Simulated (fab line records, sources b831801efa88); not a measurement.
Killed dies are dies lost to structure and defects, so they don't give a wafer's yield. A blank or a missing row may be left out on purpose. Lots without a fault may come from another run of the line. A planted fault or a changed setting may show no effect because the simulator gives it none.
A struck lot beside a sound one | flow sky130 | 43 steps out of a route of 708
Sound: wafers L534.3, L534.4, L534.6. Struck: wafers L550.2, L550.3, L550.5. The cause comes at the end.
At each step with rows: each side's tool, then ch and its chambers, then its first start. Under that, the readings that differ: sound wafers | struck wafers | difference of the means | sigmas: that difference in standard deviations of wafers without a fault.
alike: readings whose means differ by less than 2 such deviations, and words and numbers that are the same on both sides. not compared: withheld readings, readings that some wafer has no value for, bounds like >300 that may hide the same value, and numbers for which the record gives no deviation and whose values overlap.
The two part at a step that has a row with sigmas, a row that says differs or no value, or rows on one side only. Numbers that don't overlap but have no deviation are shown without sigmas and don't part them. A reading that every wafer of one side lacks parts them only if that side has two wafers or more.

first, 4 steps without rows for these wafers: SKY_METAL3_SOFTBAKE_09 (time 90 s); SKY_METAL3_EXPOSE_10 (exposes mask MM3, target cd 300 nm); SKY_METAL3_PEB_11; SKY_METAL3_DEVELOP_12 (develop time 60 s).
SKY_METAL3_CD_MEAS_13: target cd 300 nm.
  sound on cd_sem-02, day 38 06:32; struck on cd_sem-02, day 43 10:07
  alike: cd_nm
SKY_METAL3_OVL_MEAS_14:
  sound on overlay-02, day 38 06:38; struck on overlay-01, day 43 10:13
  alike: METAL3_OVL
SKY_METAL3_DESCUM_15: chemistry O2, time 8 s.
  sound on rie_metal-01 ch 0,1, day 38 06:40; struck on rie_metal-02 ch 0,1, day 43 10:15
  alike: drypump_motor_current_A, oes_product_au
  not compared: rf_hours_counter_h
then, 2 steps without rows for these wafers: SKY_METAL3_ETCH_16 (etches BARC in N2/H2, stops on SiO2, time 88.2 s, target depth 60 nm); SKY_METAL3_ETCH_17 (etches SiO2 in C4F8/O2/Ar, stops on TiN, time 3.9 s, target depth 15 nm).
SKY_METAL3_METAL_ETCH_18: etches the open film in Cl2/BCl3, stops on SiO2, target depth 845 nm, time 183.1 s.
  sound on rie_metal-03 ch 0,1, day 38 06:52; struck on rie_metal-03 ch 0,1, day 43 10:24
  alike: drypump_motor_current_A, oes_product_au, throttle_valve_pct
  not compared: rf_hours_counter_h
then, 2 steps without rows for these wafers: SKY_METAL3_STRIP_19 (strips in O2/N2); SKY_METAL3_STRIP_20 (strips in post etch residue remover, time 1200 s).
SKY_METAL3_CLEAN_21: cleans in IPA, time 180 s.
  sound on wet_bench-01 ch 1, day 38 07:25; struck on wet_bench-01 ch 0, day 43 11:01
then, 2 steps without rows for these wafers: SKY_METAL3_CLEAN_22 (cleans in O3/DIW); SKY_VIA3_HDPCVD_00 (deposits SiO2, target thk 1635 nm, time 272.5 s).
SKY_VIA3_THK_MEAS_01:
  sound on film_metro-01, day 38 07:57; struck on film_metro-02, day 43 11:20
  alike: VIA3_HDPCVD_THK
SKY_VIA3_CMP_02: polishes SiO2.
  sound on cmp-02 ch 0,2, day 38 07:59; struck on cmp-01 ch 0,3, day 43 11:28
  reading             | sound          | struck        | difference | sigmas
  motor_current_A (A) | 12.1 13.5 12.2 | 11.3 10.6 9.9 | -2.0       | -2
  alike: edge_zone_pressure_frac, head_pressure_psi
SKY_VIA3_BOW_MEAS_03:
  sound on film_metro-02, day 38 08:20; struck on film_metro-04, day 43 11:44
  alike: VIA3_BOW
then, 8 steps without rows for these wafers: SKY_VIA3_DEHYDRATE_04 (time 60 s); SKY_VIA3_HMDS_05 (prime time 60 s); SKY_VIA3_COAT_06 (resist thk 60 nm); SKY_VIA3_COAT_07 (resist thk 450 nm); SKY_VIA3_SOFTBAKE_08 (time 90 s); SKY_VIA3_EXPOSE_09 (exposes mask VIM3, target cd 200 nm); SKY_VIA3_PEB_10; SKY_VIA3_DEVELOP_11 (develop time 60 s).
SKY_VIA3_CD_MEAS_12: target cd 200 nm.
  sound on cd_sem-02, day 39 08:59; struck on cd_sem-02, day 44 09:22
  alike: cd_nm
SKY_VIA3_OVL_MEAS_13:
  sound on overlay-02, day 39 09:05; struck on overlay-01, day 44 09:28
  alike: VIA3_OVL
then, 7 steps without rows for these wafers: SKY_VIA3_ETCH_14 (etches BARC in N2/H2, stops on SiO2, time 45.9 s, target depth 60 nm); SKY_VIA3_ETCH_15 (etches SiO2 in C4F8/O2/Ar, stops on TiN, target depth 507 nm, time 78 s); SKY_VIA3_STRIP_16 (strips in O2/N2); SKY_VIA3_STRIP_17 (strips in post etch residue remover, time 1200 s); SKY_VIA3_CLEAN_18 (cleans in IPA, time 180 s); SKY_VIA3_CLEAN_19 (cleans in O3/DIW); SKY_VIA3_SPUTTER_20 (material TiN, target thk 20 nm, time 80 s).
SKY_VIA3_CVD_21: deposits W, target thk 390 nm, time 117.31 s.
  sound on cvd_w-02 ch 0,1, day 39 09:58; struck on cvd_w-01 ch 0,1, day 44 10:17
  alike: heater_power_w
SKY_VIA3_RS_MEAS_22: measures by four-point-probe.
  sound on film_metro-04, day 39 10:05; struck on film_metro-04, day 44 10:25
  alike: VIA3_W_RS
SKY_VIA3_THK_MEAS_23: measures by xrf.
  sound on film_metro-04, day 39 10:11; struck on film_metro-04, day 44 10:32
  alike: VIA3_W_THK
SKY_VIA3_CMP_24: polishes, stops on SiO2, t overpolish 20 s, target thk 0 nm.
  sound on cmp-02 ch 0,1,3, day 39 10:20; struck on cmp-02 ch 0,2,3, day 44 10:35
  alike: edge_zone_pressure_frac, head_pressure_psi, motor_current_A, overpolish_run_s, time_to_endpoint_s
then, 3 steps without rows for these wafers: SKY_METAL4_SPUTTER_00 (material Ti, target thk 15 nm, time 10 s); SKY_METAL4_SPUTTER_01 (material TiN, target thk 20 nm, time 16.7 s); SKY_METAL4_SPUTTER_02 (material AlCu, target thk 735 nm, time 39.1 s).
-- the record jumps here: 5 days lie between the struck wafers' starts before and after (it left off in module METAL4 and takes up again in module PAD_OPEN, whose first step shown is number 708 of the route) --
SKY_PAD_OPEN_PROBE_99:
  sound on prober-02, day 45 14:26; struck on prober-02, day 49 17:19
  reading                               | sound            | struck            | difference | sigmas
  killed_at_M0_to_M3                    | 48 43 36         | 63 68 56          | +20        | +3
  sort_bin_3_pad_short (%)              | 1.2 0.8 1.0      | 2.4 2.4 2.2       | +1.3       | +4
  model.etest.tester.sort_n_pass        | 411 400 401      | 393 384 394       | -14        |
  model.etest.tester.sort_yield_pct (%) | 83.54 81.3 81.5  | 79.88 78.05 80.08 | -2.78      |
  model.etest.tester.sort_bin_5_pct (%) | 8.74 9.553 11.79 | 12.8 12.8 12.4    | +2.6       |
  model.etest.tester.sort_bin_3_pct (%) | 1.22 0.813 1.016 | 2.439 2.439 2.236 | +1.355     |
  alike: defect_limited_yield, killed_at_M4_up, killed_at_contacts, killed_at_front_end, killed_at_other, killed_dies, killed_open, killed_short, sort_bin_5_function, sort_bin_6_memory, sort_n_pass, sort_yield_pct
  not compared: model.etest.tester.sort_bin_6_pct

WHERE THEY PART
First at SKY_VIA3_CMP_02; last, within this record, at SKY_PAD_OPEN_PROBE_99.

WHY: what the simulator had put in
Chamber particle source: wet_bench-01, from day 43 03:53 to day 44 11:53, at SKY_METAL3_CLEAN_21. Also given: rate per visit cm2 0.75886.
